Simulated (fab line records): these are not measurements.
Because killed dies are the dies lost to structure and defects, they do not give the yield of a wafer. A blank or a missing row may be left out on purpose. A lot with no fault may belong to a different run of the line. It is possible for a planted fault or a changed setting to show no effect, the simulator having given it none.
Chamber matching || flow gf180mcu || GF_POLY_GATE_ETCH_13 on rie-si-01: 4 sister chambers
The step etches poly-Si in HBr/Cl2, stops on SiO2, target depth 198.5 nm, time 69.6 s. 14 wafers are shown with their chamber, then 7 later ones without.

## EACH WAFER AND ITS CHAMBER
{"wafer": "L348.1", "chamber": 3, "drypump-motor-current-A (A)": 6.4, "throttle-valve-pct (%)": 33.679, "oes-product-au (a.u.)": 0.983}
{"wafer": "L348.3", "chamber": 1, "drypump-motor-current-A (A)": 6.3, "throttle-valve-pct (%)": 33.682, "oes-product-au (a.u.)": 0.993}
{"wafer": "L348.5", "chamber": 0, "drypump-motor-current-A (A)": 5.4, "throttle-valve-pct (%)": 33.677, "oes-product-au (a.u.)": 0.982}
{"wafer": "L349.2", "chamber": 3, "drypump-motor-current-A (A)": 6.4, "throttle-valve-pct (%)": 33.691, "oes-product-au (a.u.)": 0.982}
{"wafer": "L349.3", "chamber": 0, "drypump-motor-current-A (A)": 5.4, "throttle-valve-pct (%)": 33.676, "oes-product-au (a.u.)": 0.987}
{"wafer": "L349.5", "chamber": 3, "drypump-motor-current-A (A)": 6.4, "throttle-valve-pct (%)": 33.684, "oes-product-au (a.u.)": 1.002}
{"wafer": "L351.4", "chamber": 2, "drypump-motor-current-A (A)": 6.5, "throttle-valve-pct (%)": 33.674, "oes-product-au (a.u.)": 0.999}
{"wafer": "L351.5", "chamber": 2, "drypump-motor-current-A (A)": 6.5, "throttle-valve-pct (%)": 33.688, "oes-product-au (a.u.)": 0.992}
{"wafer": "L351.6", "chamber": 3, "drypump-motor-current-A (A)": 6.4, "throttle-valve-pct (%)": 33.691, "oes-product-au (a.u.)": 0.998}
{"wafer": "L356.3", "chamber": 2, "drypump-motor-current-A (A)": 6.5, "throttle-valve-pct (%)": 33.681, "oes-product-au (a.u.)": 0.997}
{"wafer": "L356.5", "chamber": 2, "drypump-motor-current-A (A)": 6.5, "throttle-valve-pct (%)": 33.690, "oes-product-au (a.u.)": 1.006}
{"wafer": "L356.6", "chamber": 1, "drypump-motor-current-A (A)": 6.2, "throttle-valve-pct (%)": 33.681, "oes-product-au (a.u.)": 0.990}
{"wafer": "L362.1", "chamber": 2, "drypump-motor-current-A (A)": 6.5, "throttle-valve-pct (%)": 33.674, "oes-product-au (a.u.)": 0.992}
{"wafer": "L362.5", "chamber": 3, "drypump-motor-current-A (A)": 6.4, "throttle-valve-pct (%)": 33.688, "oes-product-au (a.u.)": 0.999}

SIGNATURES (averages over the wafers above)
{"reading": "drypump-motor-current-A", "chamber 0": 5.400, "chamber 1": 6.250, "chamber 2": 6.500, "chamber 3": 6.400, "scatter within a chamber": 0.0224}
{"reading": "throttle-valve-pct", "chamber 0": 33.67650, "chamber 1": 33.68150, "chamber 2": 33.68140, "chamber 3": 33.68660, "scatter within a chamber": 0.00577}
{"reading": "oes-product-au", "chamber 0": 0.98450, "chamber 1": 0.99150, "chamber 2": 0.99720, "chamber 3": 0.99280, "scatter within a chamber": 0.00717}
Rule: distance of a wafer from a chamber = root of the sum over the readings of ((wafer's reading minus chamber's mean) / reading's scatter) squared. The wafer belongs to the nearest chamber; if the next one is less than 2 further off, it can't be placed. The scatter: take each reading less its chamber's mean, square it, sum over the shown wafers, divide by the number of wafers less the number of chambers, and take the root.

## WAFERS WITH NO CHAMBER GIVEN
{"wafer": "L362.6", "drypump-motor-current-A (A)": 6.2, "throttle-valve-pct (%)": 33.681, "oes-product-au (a.u.)": 0.993}
{"wafer": "L364.1", "drypump-motor-current-A (A)": 6.2, "throttle-valve-pct (%)": 33.679, "oes-product-au (a.u.)": 0.990}
{"wafer": "L364.4", "drypump-motor-current-A (A)": 5.4, "throttle-valve-pct (%)": 33.687, "oes-product-au (a.u.)": 0.989}
{"wafer": "L364.5", "drypump-motor-current-A (A)": 6.4, "throttle-valve-pct (%)": 33.676, "oes-product-au (a.u.)": 0.986}
{"wafer": "L367.1", "drypump-motor-current-A (A)": 5.4, "throttle-valve-pct (%)": 33.684, "oes-product-au (a.u.)": 0.985}
{"wafer": "L367.4", "drypump-motor-current-A (A)": 6.5, "throttle-valve-pct (%)": 33.686, "oes-product-au (a.u.)": 0.993}
{"wafer": "L367.6", "drypump-motor-current-A (A)": 5.4, "throttle-valve-pct (%)": 33.690, "oes-product-au (a.u.)": 0.978}

## EACH ONE'S CHAMBER
{"wafer": "L362.6", "from the rows above": 1, "in truth": 1}
{"wafer": "L364.1", "from the rows above": 1, "in truth": 1}
{"wafer": "L364.4", "from the rows above": 0, "in truth": 0}
{"wafer": "L364.5", "from the rows above": 3, "in truth": 3}
{"wafer": "L367.1", "from the rows above": 0, "in truth": 0}
{"wafer": "L367.4", "from the rows above": 2, "in truth": 2}
{"wafer": "L367.6", "from the rows above": 0, "in truth": 0}
Correctly placed: 7 of 7. From these rows, 0 cannot be placed. Number placed wrongly: 0.
